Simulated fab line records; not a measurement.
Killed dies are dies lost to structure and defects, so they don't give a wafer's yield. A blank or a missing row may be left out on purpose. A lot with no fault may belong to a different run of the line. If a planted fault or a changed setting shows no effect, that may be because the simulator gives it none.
A lot that was struck, set against a sound lot || flow sky130 || 33 steps out of a route of 708
Sound: these wafers, L560.2, L560.3, L560.4. The struck wafers were L571.2, L571.4, L571.6. The cause is named last.
Per side, at each step with rows, come the tool, then ch with its chambers, and then its first start. Under that, the readings that differ: sound wafers || struck wafers || difference of the means || sigmas: that difference in standard deviations of wafers without a fault.
alike: same words and numbers on both sides, and readings whose means sit less than 2 such deviations apart. not compared: any withheld reading, any reading some wafer has no value for, any bound like >300 that may hide the same value, and any number with overlapping values for which the record gives no deviation.
The two part at a step that has a row with sigmas, a row that says differs or no value, or rows on one side only. Numbers that don't overlap but have no deviation are shown without sigmas and don't part them. A reading missing from all wafers of one side parts the sides only when that side holds two or more wafers.

first, 7 steps without rows for these wafers: SKY_SONOS_TUNNEL_DEVELOP_06 (develop time 60 s); SKY_SONOS_TUNNEL_IMPLANT_09; SKY_SONOS_TUNNEL_WET_ETCH_10 (etches SiO2 in dHF, target depth 14 nm, time 280 s); SKY_SONOS_TUNNEL_STRIP_11 (strips in SPM, time 600 s); SKY_SONOS_TUNNEL_CLEAN_13 (cleans in dHF, time 20 s); SKY_SONOS_ONO_OXIDATION_00 (stabilise 600 s, purge 300 s, target thk 2.6 nm); SKY_SONOS_ONO_CVD_02 (deposits Si3N4 from DCS/NH3, target thk 10.5 nm, time 180 s).
SKY_SONOS_ONO_CVD_04: deposits SiO2 from SiH4/N2O, target thk 5.7199 nm.
  sound on lpcvd-03 ch 1, day 12 11:59; struck on lpcvd-03 ch 1, day 16 02:40
{"reading": "model.SiO2_of_SONOS_ONO_CVD_04.thk-nm (nm)", "sound": "5.493 5.479 5.517", "struck": "6.037 5.988 6.057", "difference": "+0.531", "sigmas": ""}
  alike: spike-tc-centre-C, zone-power-top-pct
SKY_SONOS_ONO_THK_MEAS_05:
  struck on film-metro-04, day 16 04:09; sound on film-metro-04, day 12 13:14
{"reading": "SONOS_ONO_CVD_04_THK (nm)", "sound": "5.44 5.53 5.56", "struck": "6.05 5.98 6.11", "difference": "+0.54", "sigmas": "+5"}
  not compared: hold
then, 22 steps without rows for these wafers: SKY_SONOS_ONO_HMDS_07 (prime time 60 s); SKY_SONOS_ONO_COAT_08 (resist thk 1140 nm); SKY_SONOS_ONO_SOFTBAKE_09 (time 60 s); SKY_SONOS_ONO_EXPOSE_10 (exposes mask ONOM, target cd 410 nm); SKY_SONOS_ONO_PEB_11; SKY_SONOS_ONO_DEVELOP_12 (develop time 60 s); SKY_SONOS_ONO_ETCH_15 (etches the open film in CHF3/O2, target depth 19.52 nm, time 7.8 s); SKY_SONOS_ONO_WET_ETCH_16 (etches SiO2 in dHF, target depth 14 nm, time 280 s); SKY_SONOS_ONO_STRIP_17 (strips in O2/N2); SKY_SONOS_ONO_WET_ETCH_18 (etches Si3N4 in H3PO4, target depth 15 nm, time 175.4 s); SKY_GATE_OXIDE_CLEAN_00 (cleans in SC1/SC2, time 150 s); SKY_GATE_OXIDE_OXIDATION_01 (stabilise 600 s, purge 300 s, target thk 10.268 nm); SKY_GATE_OXIDE_DEHYDRATE_03 (time 60 s); SKY_GATE_OXIDE_HMDS_04 (prime time 60 s); SKY_GATE_OXIDE_COAT_05 (resist thk 1140 nm); SKY_GATE_OXIDE_SOFTBAKE_06 (time 60 s); SKY_GATE_OXIDE_EXPOSE_07 (exposes mask LVOM, target cd 600 nm); SKY_GATE_OXIDE_PEB_08; SKY_GATE_OXIDE_DEVELOP_09 (develop time 60 s); SKY_GATE_OXIDE_IMPLANT_11; SKY_GATE_OXIDE_WET_ETCH_12 (etches SiO2 in dHF, target depth 16.8 nm, time 336 s); SKY_GATE_OXIDE_STRIP_13 (strips in O2/N2).
-- the record jumps here: 3 days lie between the struck wafers' starts before and after --
SKY_GATE_OXIDE_CLEAN_15: cleans in SC1/SC2, time 150 s.
  sound on wet-bench-04 ch 1, day 14 16:02; struck on wet-bench-04 ch 0, day 18 16:20
{"reading": "model.SiO2_of_SONOS_ONO_CVD_04.thk-nm (nm)", "sound": "3.976 3.958 4.002", "struck": "4.5 4.452 4.517", "difference": "+0.5", "sigmas": ""}
-- a jump in the record: the struck wafers' starts before and after are 30 days apart (it breaks off in module GATE_OXIDE and resumes in module PAD_OPEN, where the first step shown is number 708 of the route) --
SKY_PAD_OPEN_PROBE_99:
  struck on prober-01, day 49 00:41; sound on prober-02, day 46 08:50
{"reading": "model.etest.sonos-uncharged.r-on-ohm-um", "sound": "811.3 794 811.9", "struck": "823.5 814.3 816.7", "difference": "+12.4", "sigmas": ""}
{"reading": "model.etest.cap-ono.gate-log10-a-cm2", "sound": "-7.668 -7.593 -7.667", "struck": "-8.184 -8.295 -8.227", "difference": -0.593, "sigmas": ""}
{"reading": "model.etest.cap-ono.gate-bv-v (V)", "sound": "16 15.95 16.16", "struck": "16.71 16.46 16.61", "difference": "+0.56", "sigmas": ""}
{"reading": "model.etest.cap-ono.tox-acc-nm (nm)", "sound": "12.69 12.66 12.76", "struck": "13.1 13.15 13.16", "difference": "+0.4", "sigmas": ""}
{"reading": "model.etest.sonos-programmed.vt-v (V)", "sound": "1.52 1.549 1.547", "struck": "1.315 1.304 1.35", "difference": -0.216, "sigmas": ""}
{"reading": "model.etest.sonos-erased.vt-v (V)", "sound": "-2.308 -2.392 -2.284", "struck": "-2.191 -2.151 -2.182", "difference": "+0.153", "sigmas": ""}
{"reading": "model.etest.sonos-baked.vt-v (V)", "sound": "1.028 1.025 0.9991", "struck": "0.866 0.8747 0.862", "difference": -0.150, "sigmas": ""}
{"reading": "model.etest.sonos-baked.vt-less-v (V)", "sound": "-0.4923 -0.5233 -0.5481", "struck": "-0.4492 -0.4297 -0.4878", "difference": "+0.0657", "sigmas": ""}
  alike: killed_at_M0_to_M3, killed_at_M4_up, killed-at-contacts, killed-at-front-end, killed-at-other, killed-dies, killed-open, killed-short

## WHERE THEY PART
SKY_SONOS_ONO_THK_MEAS_05 only, going by this record. Later steps at which nothing parts them and some readings are alike: SKY_PAD_OPEN_PROBE_99.

WHY: what the simulator had put in
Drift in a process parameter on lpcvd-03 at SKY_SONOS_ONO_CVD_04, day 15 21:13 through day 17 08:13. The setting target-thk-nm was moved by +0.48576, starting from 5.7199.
